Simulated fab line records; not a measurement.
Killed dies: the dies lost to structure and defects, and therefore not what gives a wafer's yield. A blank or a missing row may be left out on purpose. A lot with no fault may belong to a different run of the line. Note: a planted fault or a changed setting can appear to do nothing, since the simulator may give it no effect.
2 desks looking at one fault	flow sky130	numbers are kept per desk, each desk with only its own; the story behind them comes last

== AT THE TOOL OWNER'S DESK: rie metal-01 ==
The tool's own readings at SKY_METAL3_ETCH_16 (etches BARC in N2/H2, stops on SiO2, time 85.97 s, target depth 60 nm): means of the sampled wafers that have a number, for each lot that ran on this tool. Any lot whose mean is over 4 standard deviations away from the usual mean is out of limits and marked OUT; that distance is given in the brackets.
Columns: A = drypump motor current A at SKY_METAL3_ETCH_16, usual 5.5 A; B = oes product au at SKY_METAL3_ETCH_16, usual 0.632 a.u.; C = throttle valve pct at SKY_METAL3_ETCH_16, usual 13.206 %
lot	first seen here	A	B	C
L218	day 38 06:53	5.1	0.630	13.202
L235	day 43 06:52	5.2	0.630	13.206
This desk's verdict: no lot among the 2 shows anything out of limits.

== AT THE METROLOGY DESK ==
What the gauges read, lot by lot, whatever tool the lot ran on: means of the sampled wafers that have a number. Any lot whose mean is over 4 standard deviations away from the usual mean is out of limits and marked OUT; that distance is given in the brackets.
Columns: A = cd nm at SKY_METAL3_CD_MEAS_13, usual 299.4 nm; B = METAL3_OVL at SKY_METAL3_OVL_MEAS_14, usual 9 nm
lot	first seen here	A	B
L218	day 38 06:43	301.1	6
L235	day 43 06:41	299.9	5
L238	day 44 06:52	299.5	7
L240	day 44 17:39	300.1	8
L241	day 44 18:58	298.3	7
This desk's verdict: no lot among the 5 shows anything out of limits.

== TAKEN TOGETHER ==
Nothing out of limits was seen by the tool owner's desk.
From the metrology desk's view, nothing was out of limits.

== WHAT THE SIMULATOR HAD PUT IN ==
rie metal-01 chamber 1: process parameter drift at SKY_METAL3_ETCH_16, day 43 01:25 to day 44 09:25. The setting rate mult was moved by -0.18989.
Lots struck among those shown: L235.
